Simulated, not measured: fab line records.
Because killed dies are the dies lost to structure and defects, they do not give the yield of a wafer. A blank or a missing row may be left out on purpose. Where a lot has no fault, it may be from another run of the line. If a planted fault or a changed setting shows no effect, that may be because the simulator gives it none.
fab line records ; flow sky130
[record] lots = 24; wafers = 72; lastDay = 50
route steps=708 shown CONTACT@429 METAL1@440 METAL2@484 VIA2@510 METAL3@564
lots with no fault: from the same line, run without faults
startH: the number of hours between the record's first day and the start of the first shown wafer of the lot ; waitH: time in hours since the lot's previous step ; " same as the row above ; L1.1+2: one row covering several wafers at once ; - no value, or no start given ; * or withheld: withheld ; < > ~ a bound
route shown NAME@n: a module of which the file shows steps, and the number in the route of the first ; usual: mean/standard deviation taken from wafers without a fault ; same: alike in all rows ; chamber/n: place in a boat ; sites: each site's reading ; _std_site: standard deviation across them ; _edge_site: mean of outer sites minus mean of inner sites ; radiusMm: how far each site lies from the wafer's centre ; mask NAME#n: copy n ; behind: the tool/chamber that last shaped the wafer ; hold: the reason the lot was held/the length of the hold in hours/how it ended ; device: which transistor (n, p or np) failed to switch ; end of line: at the end of the route, the tests of the same wafers ; step lacking rows: just its recipe ; killed: dies lost to structure and defects at the first sort, not the wafer's yield ; map: a wafer's dies, x killed, . not, _ none there
set.NAME: the setting the step ran with; set.NAME@STEP: the setting that earlier step ran with ; model.NAME: the simulator's own value behind a step, which no gauge read
a sample of lots followed through the steps of the route, with each step as a table and each wafer as a row
services: the hour from which a tool's chamber was out of use, counted from the record's first day as startH (under 0 if before that day), plus the number of hours and why
[[steps]]
[step SKY_CONTACT_SPUTTER_23]
[recipe] material = TiN; targetThkNm = 20; chamberPressurePa = 5; powerW = 4000; timeS = 80
[usual] chamberPressurePa = 5.000/0.011; throttleValvePct = 29.9/0.73
lot.wafer;tool;chamber;startH;waitH;chamberPressurePa;throttleValvePct
L074.1;pvdSputter-01;-;734.43;0.0;4.991;29.8
L074.4;pvdSputter-01;-;734.43;0.0;4.998;28.0
L074.6;pvdSputter-01;-;734.43;0.0;4.987;29.8
L075.2;pvdSputter-02;-;741.34;0.0;5.020;29.4
L075.5;pvdSputter-02;-;741.34;0.0;4.992;30.3
L075.6;pvdSputter-02;-;741.34;0.0;4.999;29.4
L076.2;pvdSputter-04;-;741.81;0.0;5.013;30.0
L076.4;pvdSputter-04;-;741.81;0.0;4.999;29.3
L076.5;pvdSputter-04;-;741.81;0.0;5.016;31.3
L077.2;pvdSputter-02;-;756.48;0.0;5.001;30.4
L077.4;pvdSputter-02;-;756.48;0.0;5.012;30.2
L077.6;pvdSputter-02;-;756.48;0.0;5.009;29.6
L080.1;pvdSputter-04;-;790.49;0.0;5.004;30.1
L080.5;pvdSputter-04;-;790.49;0.0;4.999;29.3
L080.6;pvdSputter-04;-;790.49;0.0;5.013;29.9
L079.3;pvdSputter-01;-;793.84;0.0;4.989;29.8
L079.4;pvdSputter-01;-;793.84;0.0;5.002;29.6
L079.5;pvdSputter-01;-;793.84;0.0;5.004;30.0
L078.1;pvdSputter-04;-;794.56;0.0;4.993;29.7
L078.5;pvdSputter-04;-;794.56;0.0;5.009;30.0
L078.6;pvdSputter-04;-;794.56;0.0;5.002;29.3
L081.2;pvdSputter-04;-;799.79;0.0;4.979;31.1
L081.3;pvdSputter-04;-;799.79;0.0;4.995;30.2
L081.5;pvdSputter-04;-;799.79;0.0;4.996;30.7
L083.1;pvdSputter-04;-;805.74;0.0;5.015;30.2
L083.5;pvdSputter-04;-;805.74;0.0;4.984;31.1
L083.6;pvdSputter-04;-;805.74;0.0;4.993;29.5
L082.1;pvdSputter-02;-;806.42;0.0;5.027;29.4
L082.2;pvdSputter-02;-;806.42;0.0;5.008;30.3
L082.5;pvdSputter-02;-;806.42;0.0;5.012;30.5
L084.1;pvdSputter-04;-;809.71;0.0;4.992;29.7
L084.2;pvdSputter-04;-;809.71;0.0;5.010;30.2
L084.5;pvdSputter-04;-;809.71;0.0;5.007;31.1
L085.1;pvdSputter-01;-;825.54;0.0;4.996;29.9
L085.3;pvdSputter-01;-;825.54;0.0;4.995;29.9
L085.5;pvdSputter-01;-;825.54;0.0;5.008;27.8
L086.3;pvdSputter-04;-;832.31;0.0;5.009;30.1
L086.4;pvdSputter-04;-;832.31;0.0;4.996;29.9
L086.5;pvdSputter-04;-;832.31;0.0;5.011;30.1
L087.1;pvdSputter-04;-;839.49;0.0;4.990;30.0
L087.4;pvdSputter-04;-;839.49;0.0;5.002;29.9
L087.6;pvdSputter-04;-;839.49;0.0;5.000;29.5
L088.1;pvdSputter-01;-;843.45;0.0;4.996;27.9
L088.2;pvdSputter-01;-;843.45;0.0;4.982;30.1
L088.3;pvdSputter-01;-;843.45;0.0;4.993;29.8
L089.2;pvdSputter-04;-;850.65;0.0;5.012;30.1
L089.5;pvdSputter-04;-;850.65;0.0;5.013;31.1
L089.6;pvdSputter-04;-;850.65;0.0;4.993;29.4
L090.2;pvdSputter-02;-;858.04;0.0;4.978;30.8
L090.3;pvdSputter-02;-;858.04;0.0;4.999;29.1
L090.5;pvdSputter-02;-;858.04;0.0;5.014;29.2
L091.1;pvdSputter-04;-;865.99;0.0;5.002;29.4
L091.3;pvdSputter-04;-;865.99;0.0;4.966;30.9
L091.5;pvdSputter-04;-;865.99;0.0;4.993;30.3
L092.4;pvdSputter-02;-;875.68;0.0;5.002;29.2
L092.5;pvdSputter-02;-;875.68;0.0;4.992;30.6
L092.6;pvdSputter-02;-;875.68;0.0;5.000;29.4
L094.1;pvdSputter-02;-;889.21;0.0;4.987;30.1
L094.2;pvdSputter-02;-;889.21;0.0;5.003;29.2
L094.6;pvdSputter-02;-;889.21;0.0;5.013;30.5
L093.3;pvdSputter-01;-;889.54;0.0;5.001;30.3
L093.5;pvdSputter-01;-;889.54;0.0;5.017;27.8
L093.6;pvdSputter-01;-;889.54;0.0;5.009;29.8
L095.2;pvdSputter-04;-;908.19;0.0;5.009;30.3
L095.4;pvdSputter-04;-;908.19;0.0;4.997;30.9
L095.5;pvdSputter-04;-;908.19;0.0;4.976;30.0
L096.1;pvdSputter-02;-;909.45;0.0;4.996;29.7
L096.2;pvdSputter-02;-;909.45;0.0;4.985;30.5
L096.5;pvdSputter-02;-;909.45;0.0;4.986;30.4
L097.3;pvdSputter-04;-;909.75;0.0;5.017;30.1
L097.5;pvdSputter-04;-;909.75;0.0;5.000;29.9
L097.6;pvdSputter-04;-;909.75;0.0;5.011;30.0
[step SKY_METAL1_THK_MEAS_06]
[recipe] thkMeasGauge = xrf; reads = AlCu_of_METAL1_SPUTTER_02
[usual] METAL1_ALCU_THK = 244.5/2.7
lot.wafer;tool;chamber;startH;waitH;METAL1_ALCU_THK[nm]
L074.1;filmMetro-02;-;735.34;0.1;246.1
L074.4;filmMetro-02;-;735.34;0.1;244.3
L074.6;filmMetro-02;-;735.34;0.1;243.8
L075.2;filmMetro-03;-;742.26;0.1;249.5
L075.5;filmMetro-03;-;742.26;0.1;245.3
L075.6;filmMetro-03;-;742.26;0.1;246.7
L076.2;filmMetro-04;-;742.73;0.1;244.7
L076.4;filmMetro-04;-;742.73;0.1;244.9
L076.5;filmMetro-04;-;742.73;0.1;245.3
L077.2;filmMetro-02;-;757.67;0.1;245.3
L077.4;filmMetro-02;-;757.67;0.1;246.2
L077.6;filmMetro-02;-;757.67;0.1;241.7
L080.1;filmMetro-02;-;791.40;0.1;241.9
L080.5;filmMetro-02;-;791.40;0.1;247.7
L080.6;filmMetro-02;-;791.40;0.1;244.1
L079.3;filmMetro-02;-;794.77;0.1;240.0
L079.4;filmMetro-02;-;794.77;0.1;241.7
L079.5;filmMetro-02;-;794.77;0.1;242.2
L078.1;filmMetro-03;-;795.47;0.1;248.1
L078.5;filmMetro-03;-;795.47;0.1;247.7
L078.6;filmMetro-03;-;795.47;0.1;249.8
L081.2;filmMetro-02;-;800.71;0.1;242.4
L081.3;filmMetro-02;-;800.71;0.1;245.0
L081.5;filmMetro-02;-;800.71;0.1;242.5
L083.1;filmMetro-03;-;807.13;0.1;247.8
L083.5;filmMetro-03;-;807.13;0.1;245.0
L083.6;filmMetro-03;-;807.13;0.1;246.5
L082.1;filmMetro-04;-;807.43;0.1;246.6
L082.2;filmMetro-04;-;807.43;0.1;243.8
L082.5;filmMetro-04;-;807.43;0.1;242.9
L084.1;filmMetro-04;-;810.62;0.1;242.8
L084.2;filmMetro-04;-;810.62;0.1;238.8
L084.5;filmMetro-04;-;810.62;0.1;241.8
L085.1;filmMetro-04;-;826.45;0.1;246.0
L085.3;filmMetro-04;-;826.45;0.1;245.7
L085.5;filmMetro-04;-;826.45;0.1;247.4
L086.3;filmMetro-02;-;833.24;0.1;245.5
L086.4;filmMetro-02;-;833.24;0.1;244.5
L086.5;filmMetro-02;-;833.24;0.1;245.1
L087.1;filmMetro-04;-;840.40;0.1;249.5
L087.4;filmMetro-04;-;840.40;0.1;244.5
L087.6;filmMetro-04;-;840.40;0.1;246.7
L088.1;filmMetro-02;-;844.36;0.1;247.0
L088.2;filmMetro-02;-;844.36;0.1;243.1
L088.3;filmMetro-02;-;844.36;0.1;244.5
L089.2;filmMetro-04;-;851.57;0.1;246.6
L089.5;filmMetro-04;-;851.57;0.1;245.3
L089.6;filmMetro-04;-;851.57;0.1;244.3
L090.2;filmMetro-03;-;858.98;0.1;245.4
L090.3;filmMetro-03;-;858.98;0.1;243.5
L090.5;filmMetro-03;-;858.98;0.1;243.0
L091.1;filmMetro-03;-;866.91;0.1;243.5
L091.3;filmMetro-03;-;866.91;0.1;248.9
L091.5;filmMetro-03;-;866.91;0.1;247.4
L092.4;filmMetro-03;-;876.62;0.1;241.2
L092.5;filmMetro-03;-;876.62;0.1;242.4
L092.6;filmMetro-03;-;876.62;0.1;240.4
L094.1;filmMetro-04;-;890.22;0.1;240.1
L094.2;filmMetro-04;-;890.22;0.1;238.5
L094.6;filmMetro-04;-;890.22;0.1;240.9
L093.3;filmMetro-04;-;890.54;0.1;245.7
L093.5;filmMetro-04;-;890.54;0.1;245.2
L093.6;filmMetro-04;-;890.54;0.1;244.2
L095.2;filmMetro-03;-;909.11;0.1;246.8
L095.4;filmMetro-03;-;909.11;0.1;245.2
L095.5;filmMetro-03;-;909.11;0.1;248.0
L096.1;filmMetro-02;-;910.37;0.1;239.0
L096.2;filmMetro-02;-;910.37;0.1;239.2
L096.5;filmMetro-02;-;910.37;0.1;244.9
L097.3;filmMetro-03;-;910.69;0.1;244.8
L097.5;filmMetro-03;-;910.69;0.1;241.8
L097.6;filmMetro-03;-;910.69;0.1;243.4
[step SKY_METAL2_SPUTTER_01]
[recipe] material = TiN; targetThkNm = 20; powerW = 6500; timeS = 16.7; chamberPressurePa = 0.4
[usual] chamberPressurePa = 0.4000/0.0008; throttleValvePct = 29.4/1
lot.wafer;tool;chamber;startH;waitH;chamberPressurePa;throttleValvePct
L074.1;pvdSputter-01;-;791.02;0.0;0.3997;27.8
L074.4;pvdSputter-01;-;791.02;0.0;0.4004;30.0
L074.6;pvdSputter-01;-;791.02;0.0;0.3996;27.7
L075.2;pvdSputter-04;-;799.07;0.0;0.4001;30.1
L075.5;pvdSputter-04;-;799.07;0.0;0.4001;30.0
L075.6;pvdSputter-04;-;799.07;0.0;0.4007;31.1
L076.2;pvdSputter-01;-;799.42;0.0;0.4013;27.6
L076.4;pvdSputter-01;-;799.42;0.0;0.3991;29.9
L076.5;pvdSputter-01;-;799.42;0.0;0.4020;30.0
L077.2;pvdSputter-01;-;813.48;0.0;0.4002;27.8
L077.4;pvdSputter-01;-;813.48;0.0;0.4004;29.8
L077.6;pvdSputter-01;-;813.48;0.0;0.3995;29.8
L080.1;pvdSputter-01;-;846.55;0.0;0.3982;30.3
L080.5;pvdSputter-01;-;846.55;0.0;0.4004;27.7
L080.6;pvdSputter-01;-;846.55;0.0;0.3983;30.1
L079.3;pvdSputter-03;-;850.40;0.0;0.4012;30.7
L079.4;pvdSputter-03;-;850.40;0.0;0.4000;30.7
L079.5;pvdSputter-03;-;850.40;0.0;0.3991;28.9
L078.1;pvdSputter-04;-;851.93;0.0;0.3994;30.9
L078.5;pvdSputter-04;-;851.93;0.0;0.3992;30.2
L078.6;pvdSputter-04;-;851.93;0.0;0.3995;29.9
L081.2;pvdSputter-01;-;856.87;0.0;0.4001;27.7
L081.3;pvdSputter-01;-;856.87;0.0;0.4000;30.2
L081.5;pvdSputter-01;-;856.87;0.0;0.4002;30.3
L083.1;pvdSputter-01;-;863.10;0.0;0.4005;29.6
L083.5;pvdSputter-01;-;863.10;0.0;0.4008;30.0
L083.6;pvdSputter-01;-;863.10;0.0;0.4010;27.9
L082.1;pvdSputter-01;-;863.43;0.0;0.3980;27.4
L082.2;pvdSputter-01;-;863.43;0.0;0.4007;29.8
L082.5;pvdSputter-01;-;863.43;0.0;0.3993;27.9
L084.1;pvdSputter-03;-;866.82;0.0;0.4000;28.8
L084.2;pvdSputter-03;-;866.82;0.0;0.4012;28.2
L084.5;pvdSputter-03;-;866.82;0.0;0.4005;28.5
L085.1;pvdSputter-01;-;880.99;0.0;0.3998;29.7
L085.3;pvdSputter-01;-;880.99;0.0;0.3995;27.9
L085.5;pvdSputter-01;-;880.99;0.0;0.4008;30.2
L086.3;pvdSputter-04;-;888.44;0.0;0.4017;30.0
L086.4;pvdSputter-04;-;888.44;0.0;0.3990;31.1
L086.5;pvdSputter-04;-;888.44;0.0;0.3999;31.0
L087.1;pvdSputter-01;-;894.99;0.0;0.3999;27.9
L087.4;pvdSputter-01;-;894.99;0.0;0.3994;29.8
L087.6;pvdSputter-01;-;894.99;0.0;0.3997;28.1
L088.1;pvdSputter-03;-;898.12;0.0;0.4001;30.5
L088.2;pvdSputter-03;-;898.12;0.0;0.4004;27.7
L088.3;pvdSputter-03;-;898.12;0.0;0.3998;28.3
L089.2;pvdSputter-01;-;906.13;0.0;0.4002;27.9
L089.5;pvdSputter-01;-;906.13;0.0;0.3997;29.7
L089.6;pvdSputter-01;-;906.13;0.0;0.3999;30.1
L090.2;pvdSputter-01;-;913.22;0.0;0.4006;29.9
L090.3;pvdSputter-01;-;913.22;0.0;0.4003;29.6
L090.5;pvdSputter-01;-;913.22;0.0;0.3991;28.2
L091.1;pvdSputter-01;-;919.88;0.0;0.3998;30.1
L091.3;pvdSputter-01;-;919.88;0.0;0.4003;29.9
L091.5;pvdSputter-01;-;919.88;0.0;0.3998;27.9
L092.4;pvdSputter-01;-;929.21;0.0;0.3988;30.3
L092.5;pvdSputter-01;-;929.21;0.0;0.4010;27.9
L092.6;pvdSputter-01;-;929.21;0.0;0.3994;29.8
L094.1;pvdSputter-03;-;942.34;0.0;0.4014;31.0
L094.2;pvdSputter-03;-;942.34;0.0;0.4014;28.2
L094.6;pvdSputter-03;-;942.34;0.0;0.4007;30.5
L093.3;pvdSputter-03;-;943.27;0.0;0.4008;30.7
L093.5;pvdSputter-03;-;943.27;0.0;0.4016;30.8
L093.6;pvdSputter-03;-;943.27;0.0;0.4009;27.8
L095.2;pvdSputter-03;-;960.33;0.0;0.4004;28.3
L095.4;pvdSputter-03;-;960.33;0.0;0.3993;30.8
L095.5;pvdSputter-03;-;960.33;0.0;0.4003;29.0
L096.1;pvdSputter-03;-;961.99;0.0;0.4010;28.1
L096.2;pvdSputter-03;-;961.99;0.0;0.4005;27.8
L096.5;pvdSputter-03;-;961.99;0.0;0.3990;28.6
L097.3;pvdSputter-04;-;962.23;0.0;0.4001;29.1
L097.5;pvdSputter-04;-;962.23;0.0;0.4004;30.3
L097.6;pvdSputter-04;-;962.23;0.0;0.4005;29.8
[step SKY_METAL2_ETCH_18]
[recipe] chemistry = N2/H2; target = BARC; ionEnergyEv = 200; biasW = 100; pressureMtorr = 30; n2FlowSccm = 100; h2FlowSccm = 200; icpW = 500; stopOn = SiO2; timeS = 45.9; targetDepthA = 600
[usual] drypumpMotorCurrentA = 5.6/0.33; oesProductAu = 0.854/0.0045; throttleValvePct = 13.224/0.0093
lot.wafer;tool;chamber;startH;waitH;drypumpMotorCurrentA;oesProductAu;rfHoursCounterH;throttleValvePct
L074.1;rieMetal-01;0;817.19;0.0;5.2;0.860;6;13.224
L074.4;rieMetal-01;1;817.19;0.0;5.9;0.859;-;13.226
L074.6;rieMetal-01;1;817.19;0.0;5.9;0.858;-;13.230
L075.2;rieMetal-01;1;825.49;0.0;6.0;0.856;11;13.225
L075.5;rieMetal-01;0;825.49;0.0;5.2;0.855;-;13.219
L075.6;rieMetal-01;1;825.49;0.0;6.0;0.841;-;13.229
L076.2;rieMetal-03;0;826.15;0.0;5.7;0.852;5;13.209
L076.4;rieMetal-03;1;826.15;0.0;5.7;0.854;-;13.219
L076.5;rieMetal-03;0;826.15;0.0;5.7;0.863;-;13.226
L077.2;rieMetal-02;1;840.09;0.0;6.1;0.848;3;13.233
L077.4;rieMetal-02;0;840.09;0.0;5.5;0.856;-;13.229
L077.6;rieMetal-02;1;840.09;0.0;6.1;0.856;-;13.231
L080.1;rieMetal-02;1;873.28;0.0;6.1;0.857;5;13.232
L080.5;rieMetal-02;0;873.28;0.0;5.5;0.854;-;13.214
L080.6;rieMetal-02;1;873.28;0.0;6.1;0.854;-;13.215
L079.3;rieMetal-01;0;876.80;0.0;5.2;0.857;-;13.232
L079.4;rieMetal-01;1;876.80;0.0;5.9;0.866;-;13.220
L079.5;rieMetal-01;0;876.80;0.0;5.2;0.856;-;13.212
L078.1;rieMetal-03;1;878.41;0.0;5.7;0.858;18;13.217
L078.5;rieMetal-03;0;878.41;0.0;5.7;0.849;-;13.223
L078.6;rieMetal-03;1;878.41;0.0;5.7;0.856;-;13.236
L081.2;rieMetal-01;0;883.68;0.0;5.2;0.855;9;13.212
L081.3;rieMetal-01;0;883.68;0.0;5.2;0.850;-;13.227
L081.5;rieMetal-01;0;883.68;0.0;5.2;0.849;-;13.227
L083.1;rieMetal-01;1;888.43;0.0;6.0;0.858;13;13.221
L083.5;rieMetal-01;1;888.43;0.0;6.0;0.857;-;13.227
L083.6;rieMetal-01;0;888.43;0.0;5.2;0.863;-;13.245
L082.1;rieMetal-03;1;889.24;0.0;5.7;0.860;19;13.222
L082.2;rieMetal-03;0;889.24;0.0;5.7;0.860;8;13.233
L082.5;rieMetal-03;1;889.24;0.0;5.7;0.850;-;13.213
L084.1;rieMetal-03;0;892.94;0.0;5.7;0.863;8;13.219
L084.2;rieMetal-03;1;892.94;0.0;5.7;0.852;19;13.212
L084.5;rieMetal-03;0;892.94;0.0;5.7;0.853;-;13.223
L085.1;rieMetal-01;1;906.04;0.0;6.0;0.853;14;13.216
L085.3;rieMetal-01;1;906.04;0.0;6.0;0.855;-;13.218
L085.5;rieMetal-01;1;906.04;0.0;6.0;0.856;-;13.229
L086.3;rieMetal-01;1;913.76;0.0;6.0;0.849;-;13.227
L086.4;rieMetal-01;0;913.76;0.0;5.2;0.856;-;13.231
L086.5;rieMetal-01;0;913.76;0.0;5.2;0.854;-;13.228
L087.1;rieMetal-01;0;920.58;0.0;5.2;0.858;10;13.226
L087.4;rieMetal-01;0;920.58;0.0;5.2;0.853;-;13.235
L087.6;rieMetal-01;0;920.58;0.0;5.2;0.855;-;13.243
L088.1;rieMetal-01;0;924.45;0.0;5.2;0.857;11;13.227
L088.2;rieMetal-01;1;924.45;0.0;6.0;0.859;15;13.220
L088.3;rieMetal-01;1;924.45;0.0;6.0;0.858;-;13.228
L089.2;rieMetal-03;1;931.59;0.0;5.7;0.855;21;13.210
L089.5;rieMetal-03;1;931.59;0.0;5.7;0.848;-;13.224
L089.6;rieMetal-03;0;931.59;0.0;5.7;0.851;-;13.233
L090.2;rieMetal-02;0;938.64;0.0;5.5;0.855;10;13.231
L090.3;rieMetal-02;1;938.64;0.0;6.1;0.856;-;13.244
L090.5;rieMetal-02;1;938.64;0.0;6.1;0.855;-;13.233
L091.1;rieMetal-01;0;944.73;0.0;5.2;0.849;12;13.226
L091.3;rieMetal-01;0;944.73;0.0;5.2;0.856;-;13.215
L091.5;rieMetal-01;1;944.73;0.0;6.0;0.856;-;13.219
L092.4;rieMetal-01;0;953.13;0.0;5.2;0.859;-;13.231
L092.5;rieMetal-01;0;953.13;0.0;5.2;0.855;-;13.232
L092.6;rieMetal-01;1;953.13;0.0;5.9;0.856;-;13.220
L094.1;rieMetal-01;1;966.63;0.0;6.0;0.859;17;13.211
L094.2;rieMetal-01;0;966.63;0.0;5.2;0.852;13;13.230
L094.6;rieMetal-01;1;966.63;0.0;6.0;0.862;-;13.235
L093.3;rieMetal-01;0;967.52;0.0;5.2;0.850;-;13.228
L093.5;rieMetal-01;1;967.52;0.0;5.9;0.850;-;13.219
L093.6;rieMetal-01;0;967.52;0.0;5.2;0.860;-;13.206
L095.2;rieMetal-01;1;984.44;0.0;6.0;0.849;17;13.226
L095.4;rieMetal-01;0;984.44;0.0;5.2;0.855;-;13.223
L095.5;rieMetal-01;1;984.44;0.0;6.0;0.852;-;13.213
L096.1;rieMetal-03;0;985.76;0.0;5.7;0.851;13;13.229
L096.2;rieMetal-03;1;985.76;0.0;5.7;0.854;24;13.221
L096.5;rieMetal-03;0;985.76;0.0;5.7;0.856;-;13.239
L097.3;rieMetal-02;1;986.10;0.0;6.1;0.845;-;13.208
L097.5;rieMetal-02;0;986.10;0.0;5.5;0.842;-;13.235
L097.6;rieMetal-02;1;986.10;0.0;6.1;0.850;-;13.221
[step SKY_VIA2_BOW_MEAS_03]
[recipe] mode = bow
[usual] VIA2_BOW = 86/8.1
lot.wafer;tool;chamber;startH;waitH;VIA2_BOW[um]
L074.1;filmMetro-03;-;818.42;0.1;92
L074.4;filmMetro-03;-;818.42;0.1;101
L074.6;filmMetro-03;-;818.42;0.1;85
L075.2;filmMetro-03;-;826.82;0.2;87
L075.5;filmMetro-03;-;826.82;0.2;77
L075.6;filmMetro-03;-;826.82;0.2;94
L076.2;filmMetro-01;-;827.49;0.1;79
L076.4;filmMetro-01;-;827.49;0.1;77
L076.5;filmMetro-01;-;827.49;0.1;77
L077.2;filmMetro-01;-;841.34;0.2;93
L077.4;filmMetro-01;-;841.34;0.2;84
L077.6;filmMetro-01;-;841.34;0.2;76
L080.1;filmMetro-03;-;874.51;0.1;80
L080.5;filmMetro-03;-;874.51;0.1;85
L080.6;filmMetro-03;-;874.51;0.1;95
L079.3;filmMetro-01;-;878.15;0.1;88
L079.4;filmMetro-01;-;878.15;0.1;76
L079.5;filmMetro-01;-;878.15;0.1;81
L078.1;filmMetro-01;-;879.64;0.2;73
L078.5;filmMetro-01;-;879.64;0.2;67
L078.6;filmMetro-01;-;879.64;0.2;72
L081.2;filmMetro-03;-;885.12;0.2;77
L081.3;filmMetro-03;-;885.12;0.2;77
L081.5;filmMetro-03;-;885.12;0.2;88
L083.1;filmMetro-01;-;889.66;0.2;77
L083.5;filmMetro-01;-;889.66;0.2;74
L083.6;filmMetro-01;-;889.66;0.2;77
L082.1;filmMetro-03;-;890.79;0.1;106
L082.2;filmMetro-03;-;890.79;0.1;93
L082.5;filmMetro-03;-;890.79;0.1;88
L084.1;filmMetro-03;-;894.20;0.2;79
L084.2;filmMetro-03;-;894.20;0.2;81
L084.5;filmMetro-03;-;894.20;0.2;77
L085.1;filmMetro-01;-;907.27;0.2;81
L085.3;filmMetro-01;-;907.27;0.2;86
L085.5;filmMetro-01;-;907.27;0.2;91
L086.3;filmMetro-01;-;915.01;0.1;97
L086.4;filmMetro-01;-;915.01;0.1;85
L086.5;filmMetro-01;-;915.01;0.1;85
L087.1;filmMetro-03;-;921.84;0.2;102
L087.4;filmMetro-03;-;921.84;0.2;97
L087.6;filmMetro-03;-;921.84;0.2;93
L088.1;filmMetro-01;-;925.70;0.1;82
L088.2;filmMetro-01;-;925.70;0.1;82
L088.3;filmMetro-01;-;925.70;0.1;77
L089.2;filmMetro-02;-;932.98;0.2;90
L089.5;filmMetro-02;-;932.98;0.2;85
L089.6;filmMetro-02;-;932.98;0.2;97
L090.2;filmMetro-02;-;939.90;0.2;98
L090.3;filmMetro-02;-;939.90;0.2;93
L090.5;filmMetro-02;-;939.90;0.2;94
L091.1;filmMetro-02;-;945.96;0.1;82
L091.3;filmMetro-02;-;945.96;0.1;89
L091.5;filmMetro-02;-;945.96;0.1;88
L092.4;filmMetro-02;-;954.45;0.2;85
L092.5;filmMetro-02;-;954.45;0.2;80
L092.6;filmMetro-02;-;954.45;0.2;93
L094.1;filmMetro-03;-;967.86;0.2;88
L094.2;filmMetro-03;-;967.86;0.2;79
L094.6;filmMetro-03;-;967.86;0.2;92
L093.3;filmMetro-01;-;968.77;0.2;85
L093.5;filmMetro-01;-;968.77;0.2;91
L093.6;filmMetro-01;-;968.77;0.2;82
L095.2;filmMetro-02;-;985.70;0.1;85
L095.4;filmMetro-02;-;985.70;0.1;87
L095.5;filmMetro-02;-;985.70;0.1;92
L096.1;filmMetro-03;-;987.00;0.2;95
L096.2;filmMetro-03;-;987.00;0.2;85
L096.5;filmMetro-03;-;987.00;0.2;96
L097.3;filmMetro-02;-;987.43;0.2;86
L097.5;filmMetro-02;-;987.43;0.2;97
L097.6;filmMetro-02;-;987.43;0.2;88
[step SKY_METAL3_OVL_MEAS_14]
[usual] METAL3_OVL = -3/6.8
lot.wafer;tool;chamber;startH;waitH;METAL3_OVL[nm]
L074.1;overlay-01;-;897.97;0.1;-7
L074.4;overlay-01;-;897.97;0.1;-8
L074.6;overlay-01;-;897.97;0.1;1
L075.2;overlay-02;-;905.70;0.1;-17
L075.5;overlay-02;-;905.70;0.1;-10
L075.6;overlay-02;-;905.70;0.1;-16
L076.2;overlay-01;-;908.56;0.1;-5
L076.4;overlay-01;-;908.56;0.1;-8
L076.5;overlay-01;-;908.56;0.1;-4
L077.2;overlay-01;-;921.22;0.1;-1
L077.4;overlay-01;-;921.22;0.1;3
L077.6;overlay-01;-;921.22;0.1;2
L080.1;overlay-01;-;950.87;0.1;-12
L080.5;overlay-01;-;950.87;0.1;-10
L080.6;overlay-01;-;950.87;0.1;-13
L079.3;overlay-01;-;955.42;0.1;-1
L079.4;overlay-01;-;955.42;0.1;-2
L079.5;overlay-01;-;955.42;0.1;-2
L078.1;overlay-01;-;956.11;0.1;10
L078.5;overlay-01;-;956.11;0.1;3
L078.6;overlay-01;-;956.11;0.1;12
L081.2;overlay-02;-;961.77;0.1;-1
L081.3;overlay-02;-;961.77;0.1;2
L081.5;overlay-02;-;961.77;0.1;2
L083.1;overlay-02;-;965.05;0.1;1
L083.5;overlay-02;-;965.05;0.1;11
L083.6;overlay-02;-;965.05;0.1;-4
L082.1;overlay-02;-;968.32;0.1;-6
L082.2;overlay-02;-;968.32;0.1;-1
L082.5;overlay-02;-;968.32;0.1;0
L084.1;overlay-01;-;969.62;0.1;11
L084.2;overlay-01;-;969.62;0.1;4
L084.5;overlay-01;-;969.62;0.1;6
L085.1;overlay-02;-;982.52;0.1;0
L085.3;overlay-02;-;982.52;0.1;-3
L085.5;overlay-02;-;982.52;0.1;-7
L086.3;overlay-02;-;989.11;0.1;1
L086.4;overlay-02;-;989.11;0.1;-7
L086.5;overlay-02;-;989.11;0.1;-5
L087.1;overlay-01;-;996.07;0.1;-12
L087.4;overlay-01;-;996.07;0.1;-4
L087.6;overlay-01;-;996.07;0.1;-7
L088.1;overlay-01;-;997.72;0.1;-11
L088.2;overlay-01;-;997.72;0.1;0
L088.3;overlay-01;-;997.72;0.1;-5
L089.2;overlay-01;-;1005.83;0.1;-9
L089.5;overlay-01;-;1005.83;0.1;-4
L089.6;overlay-01;-;1005.83;0.1;-8
L090.2;overlay-01;-;1012.88;0.1;-9
L090.3;overlay-01;-;1012.88;0.1;-3
L090.5;overlay-01;-;1012.88;0.1;-4
L091.1;overlay-01;-;1018.65;0.1;6
L091.3;overlay-01;-;1018.65;0.1;-3
L091.5;overlay-01;-;1018.65;0.1;7
L092.4;overlay-02;-;1026.07;0.1;11
L092.5;overlay-02;-;1026.07;0.1;1
L092.6;overlay-02;-;1026.07;0.1;9
L094.1;overlay-01;-;1039.22;0.1;-13
L094.2;overlay-01;-;1039.22;0.1;-15
L094.6;overlay-01;-;1039.22;0.1;-2
L093.3;overlay-02;-;1039.93;0.1;10
L093.5;overlay-02;-;1039.93;0.1;2
L093.6;overlay-02;-;1039.93;0.1;8
L095.2;overlay-01;-;1055.10;0.1;-16
L095.4;overlay-01;-;1055.10;0.1;-13
L095.5;overlay-01;-;1055.10;0.1;-12
L096.1;overlay-01;-;1056.60;0.1;-1
L096.2;overlay-01;-;1056.60;0.1;0
L096.5;overlay-01;-;1056.60;0.1;-1
L097.3;overlay-01;-;1057.33;0.1;-10
L097.5;overlay-01;-;1057.33;0.1;-5
L097.6;overlay-01;-;1057.33;0.1;-6
[[services]]
tool;chamber;startH;hours;kind
pvdSputter-04;-;717.32;5.2;repair
rieMetal-03;-;763.00;0.1;repair
pvdSputter-02;-;775.32;1.7;repair
pvdSputter-01;2;777.36;-;consumableReplace:kit
pvdSputter-01;2;777.36;18.0;scheduledDown
pvdSputter-01;2;777.36;18.0;ventCycle
pvdSputter-01;-;784.47;0.7;repair
pvdSputter-03;-;788.87;10.8;repair
rieMetal-03;-;804.60;2.7;pm
rieMetal-02;0;807.00;17.4;repair
rieMetal-01;-;811.40;0.7;repair
pvdSputter-01;-;857.15;2.5;repair
pvdSputter-04;-;858.45;7.5;repair
pvdSputter-01;-;868.29;0.9;repair
pvdSputter-03;-;891.56;6.3;repair
rieMetal-03;-;909.53;0.4;repair
pvdSputter-04;-;911.62;2.0;repair
pvdSputter-01;1;913.34;-;consumableReplace:kit
pvdSputter-01;1;913.34;18.0;scheduledDown
pvdSputter-02;-;938.69;2.4;repair
pvdSputter-01;-;945.79;17.2;repair
pvdSputter-02;-;946.04;2.1;repair
pvdSputter-03;-;965.62;10.3;repair
pvdSputter-03;-;974.49;2.7;repair
[[key]]
fault none
